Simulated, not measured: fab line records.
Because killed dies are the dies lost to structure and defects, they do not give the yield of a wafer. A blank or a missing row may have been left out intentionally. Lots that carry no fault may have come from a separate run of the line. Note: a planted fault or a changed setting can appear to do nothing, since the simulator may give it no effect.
fab line records ; flow sky130
record lots=9; wafers=27; lastDay=50
route steps=708 shown METAL2@501 VIA2@519 CAPM@539 PAD_OPEN@708
lots that met no fault: from a run of the same line without faults
startH: hours from the record's first day to the start of the lot's first wafer shown ; waitH: hours since the lot's step before ; " same as the row above ; L1.1+2: one row covering several wafers at once ; - no value, or no start was given ; * or withheld: withheld ; < > ~ a bound
route shown NAME@n: names a module that has steps shown in the file, with the first one's number in the route ; usual: mean/standard deviation taken from wafers without a fault ; same: alike in all rows ; chamber/n: place in a boat ; sites: each site's reading ; _std_site: how widely they spread, as a standard deviation ; _edge_site: outer sites' mean less inner sites' ; radiusMm: how far each site lies from the wafer's centre ; mask NAME#n: copy n ; behind: the tool/chamber that last shaped the wafer ; hold: why the lot was held/for how many hours/how that ended ; device: which transistor (n, p or np) failed to switch ; end of line: tests of these same wafers at the route's end ; for a step that has no rows: nothing shown but its recipe ; killed: dies that structure and defects cost at the first sort, which is not the same as the wafer's yield ; map: the dies of a wafer, with x for killed, . for not killed, _ for no die there
set.NAME: the setting as run; set.NAME@STEP: as run at that earlier step ; model.NAME: the simulator's own value behind a step, which no gauge read
route steps across a sampled set of lots; one table per step, one row per wafer
services: when a tool's chamber went out of use (startH, in hours from the record's first day, below 0 if earlier), for how many hours, and the reason
## steps
# step SKY_METAL2_ETCH_18
# recipe chemistry=N2/H2; target=BARC; ionEnergyEv=200; biasW=100; pressureMtorr=30; n2FlowSccm=100; h2FlowSccm=200; icpW=500; stopOn=SiO2; timeS=45.9; targetDepthA=600
# usual drypumpMotorCurrentA=5.6/0.43; oesProductAu=0.854/0.0049; throttleValvePct=13.224/0.0085
lot.wafer;tool;chamber;startH;waitH;drypumpMotorCurrentA;oesProductAu;rfHoursCounterH;throttleValvePct
L983.1;rieMetal-04;0;805.95;0.0;5.5;0.852;3;13.227
L983.3;rieMetal-04;1;805.95;0.0;5.9;0.860;-;13.215
L983.4;rieMetal-04;0;805.95;0.0;5.5;0.861;-;13.224
L984.1;rieMetal-04;0;818.85;0.0;5.5;0.863;3;13.229
L984.2;rieMetal-04;1;818.85;0.0;6.0;0.851;10;13.214
L984.5;rieMetal-04;1;818.85;0.0;6.0;0.853;-;13.213
L991.2;rieMetal-04;0;871.83;0.0;5.6;0.855;5;13.219
L991.5;rieMetal-04;0;871.83;0.0;5.5;0.846;-;13.217
L991.6;rieMetal-04;1;871.83;0.0;5.9;0.853;-;13.225
L992.2;rieMetal-04;0;883.58;0.0;5.5;0.856;6;13.229
L992.4;rieMetal-04;0;883.58;0.0;5.5;0.851;-;13.227
L992.6;rieMetal-04;0;883.58;0.0;5.5;0.847;-;13.222
L994.2;rieMetal-01;0;897.15;0.0;6.0;0.848;14;13.224
L994.3;rieMetal-01;0;897.15;0.0;6.0;0.853;-;13.223
L994.5;rieMetal-01;0;897.15;0.0;6.0;0.858;-;13.213
L996.3;rieMetal-04;0;911.38;0.0;5.6;0.854;-;13.235
L996.5;rieMetal-04;1;911.38;0.0;5.9;0.855;-;13.215
L996.6;rieMetal-04;0;911.38;0.0;5.5;0.863;-;13.227
L104.2;rieMetal-04;0;983.54;0.0;5.5;0.850;11;13.216
L104.5;rieMetal-04;0;983.54;0.0;5.5;0.861;-;13.213
L104.6;rieMetal-04;1;983.54;0.0;6.0;0.853;-;13.221
L103.1;rieMetal-02;0;983.88;0.0;6.2;0.852;4;13.234
L103.2;rieMetal-02;1;983.88;0.0;4.9;0.855;2;13.225
L103.4;rieMetal-02;0;983.88;0.0;6.2;0.853;-;13.223
L105.1;rieMetal-01;0;984.71;0.0;6.0;0.863;19;13.229
L105.3;rieMetal-01;1;984.71;0.0;5.2;0.854;-;13.234
L105.5;rieMetal-01;1;984.71;0.0;5.2;0.857;-;13.215
# step SKY_VIA2_CD_MEAS_12
# recipe targetCdNm=200
# usual cdNm=199.6/1.3
lot.wafer;tool;chamber;startH;waitH;cdNm
L983.1;cdSem-01;-;833.52;-;199.3
L983.3;cdSem-01;-;833.52;-;199.3
L983.4;cdSem-01;-;833.52;-;199.7
L984.1;cdSem-01;-;845.79;-;199.6
L984.2;cdSem-01;-;845.79;-;200.4
L984.5;cdSem-01;-;845.79;-;199.9
L991.2;cdSem-01;-;899.39;-;198.8
L991.5;cdSem-01;-;899.39;-;199.8
L991.6;cdSem-01;-;899.39;-;199.7
L992.2;cdSem-02;-;910.06;-;200.2
L992.4;cdSem-02;-;910.06;-;201.7
L992.6;cdSem-02;-;910.06;-;199.6
L994.2;cdSem-01;-;923.24;-;197.9
L994.3;cdSem-01;-;923.24;-;198.1
L994.5;cdSem-01;-;923.24;-;197.1
L996.3;cdSem-02;-;937.88;-;199.7
L996.5;cdSem-02;-;937.88;-;199.4
L996.6;cdSem-02;-;937.88;-;198.6
L104.2;cdSem-01;-;1007.69;-;201.0
L104.5;cdSem-01;-;1007.69;-;201.2
L104.6;cdSem-01;-;1007.69;-;203.9
L103.1;cdSem-02;-;1008.40;-;201.2
L103.2;cdSem-02;-;1008.40;-;202.2
L103.4;cdSem-02;-;1008.40;-;200.8
L105.1;cdSem-02;-;1009.10;-;200.4
L105.3;cdSem-02;-;1009.10;-;200.2
L105.5;cdSem-02;-;1009.10;-;200.1
# step SKY_VIA2_OVL_MEAS_13
# usual VIA2_OVL=-2/5.7
lot.wafer;tool;chamber;startH;waitH;VIA2_OVL[nm]
L983.1;overlay-02;-;833.64;0.1;2
L983.3;overlay-02;-;833.64;0.1;2
L983.4;overlay-02;-;833.64;0.1;0
L984.1;overlay-02;-;845.91;0.1;7
L984.2;overlay-02;-;845.91;0.1;8
L984.5;overlay-02;-;845.91;0.1;0
L991.2;overlay-02;-;899.49;0.1;-5
L991.5;overlay-02;-;899.49;0.1;2
L991.6;overlay-02;-;899.49;0.1;-2
L992.2;overlay-01;-;910.17;0.1;0
L992.4;overlay-01;-;910.17;0.1;7
L992.6;overlay-01;-;910.17;0.1;-1
L994.2;overlay-02;-;923.34;0.1;4
L994.3;overlay-02;-;923.34;0.1;-4
L994.5;overlay-02;-;923.34;0.1;7
L996.3;overlay-01;-;937.97;0.1;-3
L996.5;overlay-01;-;937.97;0.1;9
L996.6;overlay-01;-;937.97;0.1;1
L104.2;overlay-01;-;1007.79;0.1;-7
L104.5;overlay-01;-;1007.79;0.1;6
L104.6;overlay-01;-;1007.79;0.1;-5
L103.1;overlay-02;-;1008.52;0.1;-2
L103.2;overlay-02;-;1008.52;0.1;-3
L103.4;overlay-02;-;1008.52;0.1;-9
L105.1;overlay-02;-;1009.22;0.1;5
L105.3;overlay-02;-;1009.22;0.1;6
L105.5;overlay-02;-;1009.22;0.1;3
# step SKY_CAPM_SPUTTER_02
# recipe material=TiN; targetThkNm=200; tempC=300; powerW=6500; timeS=166.7; chamberPressurePa=0.4
# usual cathodeDcPowerW=6500.0/1.1; throttleValvePct=29.8/0.82
lot.wafer;tool;chamber;startH;waitH;cathodeDcPowerW;throttleValvePct
L983.1;pvdSputter-04;-;835.29;0.1;6502.1;30.8
L983.3;pvdSputter-04;-;835.29;0.1;6499.0;30.1
L983.4;pvdSputter-04;-;835.29;0.1;6497.5;29.4
L984.1;pvdSputter-03;-;847.62;0.1;6501.8;29.4
L984.2;pvdSputter-03;-;847.62;0.1;6499.9;29.3
L984.5;pvdSputter-03;-;847.62;0.1;6502.1;29.0
L991.2;pvdSputter-03;-;901.17;0.0;6499.1;29.5
L991.5;pvdSputter-03;-;901.17;0.0;6500.2;29.0
L991.6;pvdSputter-03;-;901.17;0.0;6502.3;29.2
L992.2;pvdSputter-03;-;911.89;0.0;6500.8;29.0
L992.4;pvdSputter-03;-;911.89;0.0;6500.8;29.2
L992.6;pvdSputter-03;-;911.89;0.0;6500.5;29.0
L994.2;pvdSputter-03;-;925.03;0.0;5958.6;31.1
L994.3;pvdSputter-03;-;925.03;0.0;6499.5;28.6
L994.5;pvdSputter-03;-;925.03;0.0;6498.6;29.2
L996.3;pvdSputter-03;-;939.60;0.0;6498.4;29.1
L996.5;pvdSputter-03;-;939.60;0.0;5958.2;31.3
L996.6;pvdSputter-03;-;939.60;0.0;6499.7;29.0
L104.2;pvdSputter-03;-;1009.43;0.0;6500.2;29.0
L104.5;pvdSputter-03;-;1009.43;0.0;6500.2;29.2
L104.6;pvdSputter-03;-;1009.43;0.0;6500.5;29.3
L103.1;pvdSputter-03;-;1010.17;0.1;6501.5;29.3
L103.2;pvdSputter-03;-;1010.17;0.1;6500.6;28.7
L103.4;pvdSputter-03;-;1010.17;0.1;6499.3;31.2
L105.1;pvdSputter-04;-;1010.87;0.1;6500.1;30.4
L105.3;pvdSputter-04;-;1010.87;0.1;6500.7;29.1
L105.5;pvdSputter-04;-;1010.87;0.1;6500.8;30.3
# step SKY_CAPM_RS_MEAS_03
# recipe thkMeasGauge=four-point-probe; reads=TiN_of_CAPM_SPUTTER_02
# usual CAPM_TIN_RS=6.93/0.072
lot.wafer;tool;chamber;startH;waitH;hold;CAPM_TIN_RS[ohm/sq]
L983.1;filmMetro-04;-;835.40;0.1;-;7.10
L983.3;filmMetro-04;-;835.40;0.1;-;6.94
L983.4;filmMetro-04;-;835.40;0.1;-;7.02
L984.1;filmMetro-02;-;847.73;0.1;-;6.86
L984.2;filmMetro-02;-;847.73;0.1;-;6.81
L984.5;filmMetro-02;-;847.73;0.1;-;6.82
L991.2;filmMetro-02;-;901.30;0.1;-;6.80
L991.5;filmMetro-02;-;901.30;0.1;-;6.80
L991.6;filmMetro-02;-;901.30;0.1;-;6.80
L992.2;filmMetro-03;-;912.02;0.1;-;6.92
L992.4;filmMetro-03;-;912.02;0.1;-;6.89
L992.6;filmMetro-03;-;912.02;0.1;-;6.92
L994.2;filmMetro-04;-;925.16;0.1;awaitDispo/0.2h/release;7.70
L994.3;filmMetro-04;-;925.16;0.1;awaitDispo/0.2h/release;6.94
L994.5;filmMetro-04;-;925.16;0.1;awaitDispo/0.2h/release;6.89
L994.2;filmMetro-04;-;925.44;0.3;-;7.70
L994.3;filmMetro-04;-;925.44;0.3;-;6.93
L994.5;filmMetro-04;-;925.44;0.3;-;6.89
L996.3;filmMetro-03;-;939.75;0.1;awaitDispo/0.2h/release;6.88
L996.5;filmMetro-03;-;939.75;0.1;awaitDispo/0.2h/release;7.61
L996.6;filmMetro-03;-;939.75;0.1;awaitDispo/0.2h/release;6.92
L996.3;filmMetro-03;-;940.04;0.3;-;6.87
L996.5;filmMetro-03;-;940.04;0.3;-;7.62
L996.6;filmMetro-03;-;940.04;0.3;-;6.92
L104.2;filmMetro-04;-;1009.56;0.1;-;6.79
L104.5;filmMetro-04;-;1009.56;0.1;-;6.87
L104.6;filmMetro-04;-;1009.56;0.1;-;6.83
L103.1;filmMetro-02;-;1010.28;0.1;-;7.00
L103.2;filmMetro-02;-;1010.28;0.1;-;6.93
L103.4;filmMetro-02;-;1010.28;0.1;-;7.04
L105.1;filmMetro-02;-;1010.98;0.1;-;6.85
L105.3;filmMetro-02;-;1010.98;0.1;-;6.87
L105.5;filmMetro-02;-;1010.98;0.1;-;6.80
# step SKY_CAPM_THK_MEAS_04
# recipe thkMeasGauge=xrf; reads=TiN_of_CAPM_SPUTTER_02
# usual CAPM_TIN_THK=196.4/2.2
lot.wafer;tool;chamber;startH;waitH;hold;CAPM_TIN_THK[nm]
L983.1;filmMetro-04;-;835.52;0.1;-;192.7
L983.3;filmMetro-04;-;835.52;0.1;-;198.1
L983.4;filmMetro-04;-;835.52;0.1;-;195.3
L984.1;filmMetro-02;-;847.85;0.1;-;197.8
L984.2;filmMetro-02;-;847.85;0.1;-;199.3
L984.5;filmMetro-02;-;847.85;0.1;-;199.2
L991.2;filmMetro-02;-;901.41;0.1;-;200.0
L991.5;filmMetro-02;-;901.41;0.1;-;199.2
L991.6;filmMetro-02;-;901.41;0.1;-;199.7
L992.2;filmMetro-03;-;912.13;0.1;-;198.0
L992.4;filmMetro-03;-;912.13;0.1;-;197.2
L992.6;filmMetro-03;-;912.13;0.1;-;198.0
L994.2;filmMetro-04;-;929.49;4.0;awaitDispo/0.2h/release;177.9
L994.3;filmMetro-04;-;929.49;4.0;awaitDispo/0.2h/release;197.4
L994.5;filmMetro-04;-;929.49;4.0;awaitDispo/0.2h/release;198.8
L994.2;filmMetro-04;-;929.88;0.4;-;177.6
L994.3;filmMetro-04;-;929.88;0.4;-;196.1
L994.5;filmMetro-04;-;929.88;0.4;-;198.7
L996.3;filmMetro-03;-;943.45;3.4;awaitDispo/0.2h/release;197.0
L996.5;filmMetro-03;-;943.45;3.4;awaitDispo/0.2h/release;178.0
L996.6;filmMetro-03;-;943.45;3.4;awaitDispo/0.2h/release;196.3
L996.3;filmMetro-03;-;943.74;0.3;-;196.5
L996.5;filmMetro-03;-;943.74;0.3;-;178.5
L996.6;filmMetro-03;-;943.74;0.3;-;196.2
L104.2;filmMetro-04;-;1009.67;0.1;-;199.8
L104.5;filmMetro-04;-;1009.67;0.1;-;198.1
L104.6;filmMetro-04;-;1009.67;0.1;-;199.5
L103.1;filmMetro-02;-;1010.40;0.1;-;194.5
L103.2;filmMetro-02;-;1010.40;0.1;-;196.4
L103.4;filmMetro-02;-;1010.40;0.1;-;193.4
L105.1;filmMetro-02;-;1011.10;0.1;-;199.0
L105.3;filmMetro-02;-;1011.10;0.1;-;197.7
L105.5;filmMetro-02;-;1011.10;0.1;-;199.8
# step SKY_CAPM_METAL_ETCH_13
# recipe targetDepthNm=220; stopOn=SiO2; chemistry=Cl2/BCl3; target=TiN; pressureMtorr=10; icpW=900; biasW=48.5; Cl2_flow_sccm=60; bcl3FlowSccm=30; timeS=62.9
# usual drypumpMotorCurrentA=5.4/0.45; oesProductAu=0.939/0.0072; throttleValvePct=21.902/0.0098
lot.wafer;tool;chamber;startH;waitH;drypumpMotorCurrentA;oesProductAu;rfHoursCounterH;throttleValvePct
L983.1;rieMetal-04;0;861.55;0.0;5.5;0.923;5;21.902
L983.3;rieMetal-04;1;861.55;0.0;6.0;0.938;-;21.899
L983.4;rieMetal-04;0;861.55;0.0;5.5;0.943;-;21.902
L984.1;rieMetal-02;0;874.33;0.0;6.2;0.953;19;21.898
L984.2;rieMetal-02;1;874.33;0.0;4.8;0.948;16;21.880
L984.5;rieMetal-02;0;874.33;0.0;6.2;0.946;-;21.902
L991.2;rieMetal-03;0;926.03;0.0;5.1;0.954;7;21.879
L991.5;rieMetal-03;0;926.03;0.0;5.1;0.947;-;21.912
L991.6;rieMetal-03;1;926.03;0.0;5.5;0.955;-;21.901
L992.2;rieMetal-04;0;937.15;0.0;5.5;0.942;8;21.910
L992.4;rieMetal-04;1;937.15;0.0;5.9;0.944;-;21.912
L992.6;rieMetal-04;0;937.15;0.0;5.6;0.942;-;21.901
L994.2;rieMetal-03;0;949.23;0.0;5.1;0.881;8;21.930
L994.3;rieMetal-03;0;949.23;0.0;5.1;0.937;-;21.904
L994.5;rieMetal-03;0;949.23;0.0;5.1;0.945;-;21.904
L996.3;rieMetal-02;0;964.45;0.0;6.2;0.939;-;21.902
L996.5;rieMetal-02;0;964.45;0.0;6.2;0.893;-;21.940
L996.6;rieMetal-02;1;964.45;0.0;4.8;0.939;-;21.897
L104.2;rieMetal-04;1;1031.68;0.0;5.9;0.940;21;21.898
L104.5;rieMetal-04;0;1031.68;0.0;5.5;0.948;-;21.902
L104.6;rieMetal-04;1;1031.68;0.0;5.9;0.945;-;21.887
L103.1;rieMetal-04;1;1032.33;0.0;5.9;0.942;21;21.905
L103.2;rieMetal-04;0;1032.33;0.0;5.5;0.932;14;21.906
L103.4;rieMetal-04;1;1032.33;0.0;6.0;0.932;-;21.916
L105.1;rieMetal-02;1;1033.38;0.0;4.9;0.948;5;21.902
L105.3;rieMetal-02;0;1033.38;0.0;6.2;0.941;-;21.909
L105.5;rieMetal-02;1;1033.38;0.0;4.9;0.950;-;21.910
# step SKY_PAD_OPEN_PROBE_99
# usual defectLimitedYield=82.3/2.1; killed_at_M0_to_M3=44/7.2; killed_at_M4_up=3.1/1.7; killedAtContacts=24/5.2; killedAtFrontEnd=15/4.1; killedAtOther=0.3/0.61; killedDies=87/10; killedOpen=48/7.5; killedShort=39/6.6; sort_bin_3_pad_short=0.8/0.39; sort_bin_5_function=10.4/1.7; sort_bin_6_memory=6.5/1.1; sortNPass=405/10; sortYieldPct=82.3/2.1
# same grossDies=492; killedAtBackSide=0; sort_bin_4_leakage[%]=0; sort_bin_8_speed[%]=0
lot.wafer;tool;chamber;startH;waitH;defectLimitedYield[%];killed_at_M0_to_M3;killed_at_M4_up;killedAtContacts;killedAtFrontEnd;killedAtOther;killedDies;killedOpen;killedShort;sort_bin_3_pad_short[%];sort_bin_5_function[%];sort_bin_6_memory[%];sortNPass;sortYieldPct[%]
L983.1;prober-01;-;1063.96;0.1;81.5;50;1;27;13;0;91;44;47;1.2;12.0;5.3;401;81.5
L983.3;prober-01;-;1064.06;0.2;79.3;54;6;28;14;0;102;65;36;1.0;12.2;7.5;390;79.3
L983.4;prober-01;-;1064.11;0.2;80.9;52;3;24;13;2;94;45;49;0.8;11.8;6.5;398;80.9
L984.1;prober-01;-;1073.54;0.1;85.2;39;2;19;12;1;73;44;29;1.2;10.0;3.7;419;85.2
L984.2;prober-01;-;1073.59;0.1;86.0;35;3;21;9;1;69;44;24;0.2;8.3;5.5;423;86.0
L984.5;prober-01;-;1073.74;0.2;80.5;47;3;29;17;0;96;59;37;1.0;10.0;8.5;396;80.5
L991.2;prober-01;-;1115.94;0.1;83.3;39;4;20;19;0;82;49;33;1.0;11.4;4.3;410;83.3
L991.5;prober-01;-;1116.09;0.2;81.1;50;2;23;18;0;93;50;43;0.8;12.8;5.3;399;81.1
L991.6;prober-01;-;1116.14;0.2;83.5;50;1;18;12;0;81;45;36;0.6;9.6;6.3;411;83.5
L992.2;prober-02;-;1125.61;0.1;79.5;47;4;29;20;1;101;55;45;0.4;13.2;6.9;391;79.5
L992.4;prober-02;-;1125.71;0.2;84.6;38;5;15;17;1;76;36;39;0.6;6.9;7.9;416;84.6
L992.6;prober-02;-;1125.81;0.2;86.4;30;1;22;14;0;67;34;33;0.8;7.3;5.5;425;86.4
L994.2;prober-02;-;1135.25;0.1;82.3;42;9;24;12;0;87;48;38;0.8;12.0;4.9;405;82.3
L994.3;prober-02;-;1135.30;0.2;81.1;42;4;33;14;0;93;59;34;0.6;11.2;7.1;399;81.1
L994.5;prober-02;-;1135.40;0.2;81.3;40;1;24;27;0;92;55;37;0.4;11.0;7.3;400;81.3
L996.3;prober-02;-;1145.88;0.2;85.0;38;0;24;11;1;74;49;25;0.6;8.5;5.9;418;85.0
L996.5;prober-02;-;1145.98;0.2;84.1;39;5;21;12;1;78;38;40;1.0;8.3;6.5;414;84.1
L996.6;prober-02;-;1146.03;0.2;85.2;35;2;21;15;0;73;38;33;1.2;7.5;6.1;419;85.2
L104.2;prober-01;-;1196.14;0.1;77.4;65;3;25;17;1;111;54;57;1.4;13.4;7.7;381;77.4
L104.5;prober-01;-;1196.29;0.2;81.7;37;7;23;23;0;90;52;38;0.8;8.3;9.1;402;81.7
L104.6;prober-01;-;1196.34;0.2;81.1;46;1;30;16;0;93;54;39;0.4;11.8;6.7;399;81.1
L103.1;prober-02;-;1196.74;0.1;80.5;58;4;23;11;0;96;61;35;0.6;12.2;6.7;396;80.5
L103.2;prober-02;-;1196.79;0.1;82.7;46;4;18;17;0;85;46;39;1.0;10.2;6.1;407;82.7
L103.4;prober-02;-;1196.89;0.2;83.5;42;3;28;8;0;81;54;27;1.0;9.6;5.9;411;83.5
L105.1;prober-01;-;1197.59;0.1;82.3;41;3;27;14;2;87;44;41;0.8;9.8;7.1;405;82.3
L105.3;prober-01;-;1197.69;0.2;81.9;40;4;26;17;2;89;44;44;0.6;11.4;6.1;403;81.9
L105.5;prober-01;-;1197.79;0.2;81.3;41;6;26;19;0;92;44;48;1.4;11.4;5.9;400;81.3
# killed by level:class
L983.1 METAL2:geometricParticle:short=12 CONTACT:geometricParticle:open=11 METAL1:geometricParticle:short=8 VIA2:geometricParticle:open=8 VIA1:geometricParticle:open=7 LI_CONTACT:geometricParticle:open=5 LOCAL_INTERCONNECT:geometricParticle:short=5 CONTACT:geometricParticle:short=5
L983.3 VIA1:geometricParticle:open=15 VIA2:geometricParticle:open=13 CONTACT:geometricParticle:open=12 VIA3:geometricParticle:open=7 FIELD_ISO:geometricParticle:short=6 LI_CONTACT:geometricParticle:open=5 METAL2:geometricParticle:short=5 POLY_GATE:geometricParticle:short=4
L983.4 CONTACT:geometricParticle:open=12 VIA1:geometricParticle:open=10 METAL2:geometricParticle:short=9 METAL1:geometricParticle:short=8 VIA2:geometricParticle:short=8 VIA3:geometricParticle:open=6 CONTACT:geometricParticle:short=5 FIELD_ISO:geometricParticle:open=4
L984.1 VIA1:geometricParticle:open=13 CONTACT:geometricParticle:open=8 VIA3:geometricParticle:open=5 METAL1:geometricParticle:short=4 VIA2:geometricParticle:short=4 VIA2:geometricParticle:open=4 POLY_GATE:geometricParticle:open=3 LI_CONTACT:geometricParticle:open=3
L984.2 VIA1:geometricParticle:open=13 CONTACT:geometricParticle:open=10 VIA1:geometricParticle:short=8 LI_CONTACT:geometricParticle:open=5 VIA3:geometricParticle:open=5 VIA2:geometricParticle:open=4 CONTACT:geometricParticle:short=3 FIELD_ISO:geometricParticle:short=2
L984.5 LI_CONTACT:geometricParticle:open=13 VIA1:geometricParticle:open=10 CONTACT:geometricParticle:open=8 POLY_GATE:geometricParticle:open=6 METAL2:geometricParticle:short=6 VIA2:geometricParticle:open=6 VIA1:geometricParticle:short=5 METAL1:geometricParticle:short=5
L991.2 VIA2:geometricParticle:open=10 VIA1:geometricParticle:open=8 CONTACT:geometricParticle:open=7 FIELD_ISO:geometricParticle:short=6 LI_CONTACT:geometricParticle:open=6 VIA3:geometricParticle:open=6 METAL2:geometricParticle:short=4 FIELD_ISO:geometricParticle:open=3
L991.5 VIA1:geometricParticle:open=14 CONTACT:geometricParticle:open=11 CONTACT:geometricParticle:short=7 VIA3:geometricParticle:open=7 METAL3:geometricParticle:short=7 FIELD_ISO:geometricParticle:open=6 FIELD_ISO:geometricParticle:short=5 POLY_GATE:geometricParticle:short=5
L991.6 VIA1:geometricParticle:open=13 CONTACT:geometricParticle:open=9 METAL3:geometricParticle:short=7 VIA3:geometricParticle:short=6 VIA2:geometricParticle:open=6 LI_CONTACT:geometricParticle:open=4 METAL1:geometricParticle:short=4 VIA3:geometricParticle:open=4
L992.2 CONTACT:geometricParticle:open=12 LI_CONTACT:geometricParticle:open=8 VIA3:geometricParticle:open=8 VIA2:geometricParticle:open=8 POLY_GATE:geometricParticle:short=7 METAL1:geometricParticle:short=7 VIA1:geometricParticle:open=7 METAL2:geometricParticle:short=6
L992.4 CONTACT:geometricParticle:open=10 METAL1:geometricParticle:short=8 METAL2:geometricParticle:short=6 VIA2:geometricParticle:open=6 FIELD_ISO:geometricParticle:short=5 VIA1:geometricParticle:open=5 SPACER:geometricParticle:short=4 VIA1:geometricParticle:short=4
L992.6 CONTACT:geometricParticle:short=8 METAL2:geometricParticle:short=6 POLY_GATE:geometricParticle:open=5 CONTACT:geometricParticle:open=5 VIA2:geometricParticle:open=5 LI_CONTACT:geometricParticle:open=4 LOCAL_INTERCONNECT:geometricParticle:short=4 METAL1:geometricParticle:short=3
L994.2 LI_CONTACT:geometricParticle:open=9 VIA1:geometricParticle:open=9 CONTACT:geometricParticle:open=7 VIA3:geometricParticle:open=6 METAL1:geometricParticle:short=5 VIA1:geometricParticle:short=5 METAL2:geometricParticle:short=5 METAL4:geometricParticle:short=5
L994.3 VIA1:geometricParticle:open=14 CONTACT:geometricParticle:open=13 LI_CONTACT:geometricParticle:open=8 VIA2:geometricParticle:open=7 VIA3:geometricParticle:open=6 FIELD_ISO:geometricParticle:open=4 CONTACT:geometricParticle:short=4 METAL2:geometricParticle:short=4
L994.5 VIA1:geometricParticle:open=15 FIELD_ISO:geometricParticle:open=13 LI_CONTACT:geometricParticle:open=8 CONTACT:geometricParticle:open=8 FIELD_ISO:geometricParticle:short=7 POLY_GATE:geometricParticle:short=6 METAL2:geometricParticle:short=5 VIA2:geometricParticle:open=4
L996.3 CONTACT:geometricParticle:open=10 VIA1:geometricParticle:open=9 VIA2:geometricParticle:open=8 LI_CONTACT:geometricParticle:open=7 VIA3:geometricParticle:open=6 METAL3:geometricParticle:short=5 FIELD_ISO:geometricParticle:open=4 CONTACT:geometricParticle:short=4
L996.5 VIA2:geometricParticle:open=7 VIA1:geometricParticle:open=7 METAL2:geometricParticle:short=7 LOCAL_INTERCONNECT:geometricParticle:short=6 LI_CONTACT:geometricParticle:open=6 FIELD_ISO:geometricParticle:short=5 METAL4:geometricParticle:short=5 CONTACT:geometricParticle:open=5
L996.6 VIA1:geometricParticle:open=9 VIA3:geometricParticle:open=7 LI_CONTACT:geometricParticle:open=6 POLY_GATE:geometricParticle:open=5 CONTACT:geometricParticle:open=5 CONTACT:geometricParticle:short=5 VIA2:geometricParticle:short=5 POLY_GATE:geometricParticle:short=4
L104.2 VIA1:geometricParticle:open=11 VIA2:geometricParticle:open=10 METAL1:geometricParticle:short=9 VIA1:geometricParticle:short=9 LOCAL_INTERCONNECT:geometricParticle:short=8 VIA3:geometricParticle:open=8 CONTACT:geometricParticle:open=7 POLY_GATE:geometricParticle:open=5
L104.5 VIA1:geometricParticle:open=12 CONTACT:geometricParticle:open=9 POLY_GATE:geometricParticle:open=7 FIELD_ISO:geometricParticle:open=6 METAL4:geometricParticle:short=6 FIELD_ISO:geometricParticle:short=5 LI_CONTACT:geometricParticle:open=5 LOCAL_INTERCONNECT:geometricParticle:short=5
L104.6 VIA1:geometricParticle:open=12 CONTACT:geometricParticle:short=10 VIA2:geometricParticle:open=9 POLY_GATE:geometricParticle:open=6 CONTACT:geometricParticle:open=6 LI_CONTACT:geometricParticle:open=6 FIELD_ISO:geometricParticle:open=5 LOCAL_INTERCONNECT:geometricParticle:short=5
L103.1 VIA1:geometricParticle:open=15 CONTACT:geometricParticle:open=12 VIA3:geometricParticle:open=10 VIA2:geometricParticle:open=8 LI_CONTACT:geometricParticle:open=5 METAL1:geometricParticle:short=5 VIA2:geometricParticle:short=5 FIELD_ISO:geometricParticle:open=3
L103.2 VIA1:geometricParticle:open=12 VIA2:geometricParticle:open=8 CONTACT:geometricParticle:open=5 FIELD_ISO:geometricParticle:open=4 POLY_GATE:geometricParticle:open=4 LI_CONTACT:geometricParticle:open=4 CONTACT:geometricParticle:short=4 METAL1:geometricParticle:short=4
L103.4 CONTACT:geometricParticle:open=12 VIA1:geometricParticle:open=10 VIA2:geometricParticle:open=10 LI_CONTACT:geometricParticle:open=9 VIA1:geometricParticle:short=7 METAL2:geometricParticle:open=4 METAL1:geometricParticle:short=4 FIELD_ISO:geometricParticle:open=3
L105.1 VIA1:geometricParticle:open=13 LI_CONTACT:geometricParticle:open=9 CONTACT:geometricParticle:open=8 METAL2:geometricParticle:short=7 FIELD_ISO:geometricParticle:short=6 LOCAL_INTERCONNECT:geometricParticle:short=5 VIA2:geometricParticle:open=5 LI_CONTACT:geometricParticle:short=4
L105.3 METAL1:geometricParticle:short=10 VIA1:geometricParticle:open=10 CONTACT:geometricParticle:open=9 POLY_GATE:geometricParticle:open=6 LI_CONTACT:geometricParticle:open=5 CONTACT:geometricParticle:short=5 METAL2:geometricParticle:short=4 VIA2:geometricParticle:open=4
L105.5 CONTACT:geometricParticle:open=12 VIA1:geometricParticle:open=8 FIELD_ISO:geometricParticle:short=7 METAL2:geometricParticle:short=7 FIELD_ISO:geometricParticle:open=6 CONTACT:geometricParticle:short=6 METAL1:geometricParticle:short=6 METAL4:geometricParticle:short=5
## services
tool;chamber;startH;hours;kind
rieMetal-03;0;807.07;1.1;repair
pvdSputter-04;-;810.02;5.7;repair
pvdSputter-03;-;814.19;1.0;repair
rieMetal-03;-;814.65;14.6;pm
rieMetal-01;-;821.56;0.4;repair
pvdSputter-03;3;832.59;-;consumableReplace:kit
pvdSputter-03;3;832.59;18.0;scheduledDown
pvdSputter-03;3;832.59;18.0;ventCycle
rieMetal-03;1;865.23;-;clean
rieMetal-03;1;865.23;14.4;scheduledDown
rieMetal-03;1;865.23;14.4;ventCycle
rieMetal-04;-;884.22;2.8;pm
rieMetal-01;-;890.63;2.8;pm
pvdSputter-03;-;892.44;0.6;repair
rieMetal-02;0;901.22;-;clean
rieMetal-02;0;901.22;19.3;scheduledDown
rieMetal-02;0;901.22;19.3;ventCycle
pvdSputter-04;-;910.19;11.4;repair
rieMetal-02;1;922.62;-;clean
rieMetal-02;1;922.62;18.3;scheduledDown
rieMetal-02;1;922.62;18.3;ventCycle
rieMetal-01;-;925.09;1.0;repair
pvdSputter-04;-;962.67;6.6;repair
rieMetal-01;-;1000.67;4.0;pm
## key
firstSign step=SKY_CAPM_SPUTTER_02; reading=cathodeDcPowerW; direction=down; sigmas=99+; usual=6500.0; struck=5958.4
effect step=SKY_CAPM_RS_MEAS_03; reading=visit; direction=added
effect step=SKY_CAPM_RS_MEAS_03; reading=CAPM_TIN_RS; direction=up; sigmas=10; usual=6.93; struck=7.65
effect step=SKY_CAPM_THK_MEAS_04; reading=visit; direction=added
effect step=SKY_CAPM_THK_MEAS_04; reading=CAPM_TIN_THK; direction=down; sigmas=8.5; usual=196.4; struck=177.9
effect step=SKY_CAPM_METAL_ETCH_13; reading=oesProductAu; direction=down; sigmas=7.3; usual=0.939; struck=0.887
metAt SKY_CAPM_SPUTTER_02
struckLots L994,L996
struckWafers L994.2,L996.5
notActingAt SKY_METAL2_ETCH_18,SKY_VIA2_CD_MEAS_12,SKY_VIA2_OVL_MEAS_13
fault kind=processParameterDrift; tool=pvdSputter-03; chamber=-; onsetH=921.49; steps=SKY_CAPM_SPUTTER_02; channel=powerW; offset=*; shape=step; endH=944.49; actsIn=*; stated=*; scope=struckWafersOnly
